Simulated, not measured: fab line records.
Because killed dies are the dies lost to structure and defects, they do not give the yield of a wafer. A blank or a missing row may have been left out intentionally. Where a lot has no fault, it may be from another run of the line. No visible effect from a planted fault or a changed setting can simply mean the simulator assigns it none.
Which tool was responsible? :: flow sky130 :: 36 wafers sampled from 12 lots at 1 step of a route of 708

WHAT THE GAUGES SHOWED, per wafer
SKY_VIA3_BOW_MEAS_03.
lot: L295
measured: day 40 05:40
on: film metro-01
VIA3_BOW (um): 82 81 85

lot: L296
measured: day 40 06:59
on: film metro-04
VIA3_BOW (um): 86 93 87

lot: L298
measured: day 40 15:59
on: film metro-04
VIA3_BOW (um): 72 77 73

lot: L301
measured: day 40 23:26
on: film metro-04
VIA3_BOW (um): 83 71 72

lot: L300
measured: day 41 03:19
on: film metro-04
VIA3_BOW (um): 78 74 78

lot: L302
measured: day 41 04:55
on: film metro-02
VIA3_BOW (um): 80 83 77

lot: L304
measured: day 42 05:04
on: film metro-04
VIA3_BOW (um): 69 87 78

lot: L307
measured: day 42 16:53
on: film metro-02
VIA3_BOW (um): 68 78 73

lot: L310
measured: day 43 18:31
on: film metro-02
VIA3_BOW (um): 77 76 92

lot: L309
measured: day 43 18:32
on: film metro-01
VIA3_BOW (um): 63 75 70

lot: L314
measured: day 44 21:05
on: film metro-02
VIA3_BOW (um): 66 79 68

lot: L316
measured: day 45 02:24
on: film metro-02
VIA3_BOW (um): 79 79 92

WHICH TOOL RAN EACH LOT (tool, then ch and the chambers of the sampled wafers, then the start)
The record holds no process step before these readings.

WHAT THE TOOLS THEMSELVES READ (means of the sampled wafers that have a number; where no wafer has one, the mark that the record gives instead)
The record holds no such reading with a usual standard deviation.

THE ANSWER, worked out from the rows above alone
Rule: the usual values come from the lots themselves. The widest of any qualifying gaps counts: lots, ordered by their means at a reading, are off when they make up no more than a third of the lots, leave a main group of 4 or more, and stand apart from it by 3 or more times the standard deviation of that group's means. If all means in a main group match to the digits the tables above print for the reading, that group is not used. A lot without any number at a reading at which 4 lots or more have one is off too. Any other lot the step has rows for is counted as sound. After the gauges, taken in route order, come the tools' own readings; for these a lot's mean is taken, as printed above. The first step at which some lot is off is used, and at that step the reading that is off furthest; a lot without a number counts as furthest.
No lot is off at any reading shown: from this, nothing can be told.

WHAT HAD BEEN PUT IN BY THE SIMULATOR
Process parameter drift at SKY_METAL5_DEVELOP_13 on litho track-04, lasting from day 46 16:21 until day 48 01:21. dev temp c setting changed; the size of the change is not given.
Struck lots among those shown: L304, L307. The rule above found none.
